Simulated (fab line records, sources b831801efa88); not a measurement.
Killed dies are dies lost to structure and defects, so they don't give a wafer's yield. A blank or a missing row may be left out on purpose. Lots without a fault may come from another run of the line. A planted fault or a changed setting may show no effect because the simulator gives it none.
Chamber matching | flow gf180mcu | GF_HV_LDD_ETCHBACK_58 on rie_diel-01: 4 sister chambers
The step etches Si3N4 in CH3F/O2, stops on SiO2, time 100 s, target depth 90 nm. 4 wafers are shown with their chamber, then 8 later ones without.

WAFERS WITH THEIR CHAMBER
wafer  | chamber | oes_product_au (a.u.)
L240.1 | 0       | 0.840
L240.3 | 1       | 0.844
L243.5 | 2       | 0.830
L244.2 | 3       | 0.845

WAFERS WITHOUT THEIR CHAMBER
wafer  | oes_product_au (a.u.)
L244.3 | 0.840
L244.6 | 0.852
L248.3 | 0.843
L248.4 | 0.830
L248.5 | 0.846
L249.2 | 0.844
L249.4 | 0.848
L249.5 | 0.848

WHICH CHAMBER EACH WENT THROUGH
wafer  | from the rows above          | in truth
L244.3 | can't be placed: 0 or 1 or 3 | 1
L244.6 | can't be placed: 3 or 1 or 0 | 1
L248.3 | can't be placed: 1 or 3 or 0 | 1
L248.4 | 2                            | 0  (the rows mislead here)
L248.5 | can't be placed: 3 or 1 or 0 | 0
L249.2 | can't be placed: 1 or 3 or 0 | 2
L249.4 | can't be placed: 3 or 1 or 0 | 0
L249.5 | can't be placed: 3 or 1 or 0 | 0
Placed correctly: 0 of 8. Can't be placed from these rows: 7 (the true chamber is among the candidates in 6). Placed wrongly: 1.
How it was worked out, from the rows above alone: a wafer's distance from a chamber is the root of the sum, over the readings, of the square of ((its reading less the chamber's mean) divided by the reading's scatter). The wafer belongs to the nearest chamber; if the next one is less than 2 further off, it can't be placed. A chamber's mean is the mean of its shown wafers. The scatter: with one shown wafer a chamber, the root of the mean of the squares of how far each hidden wafer lies from its nearest shown one.
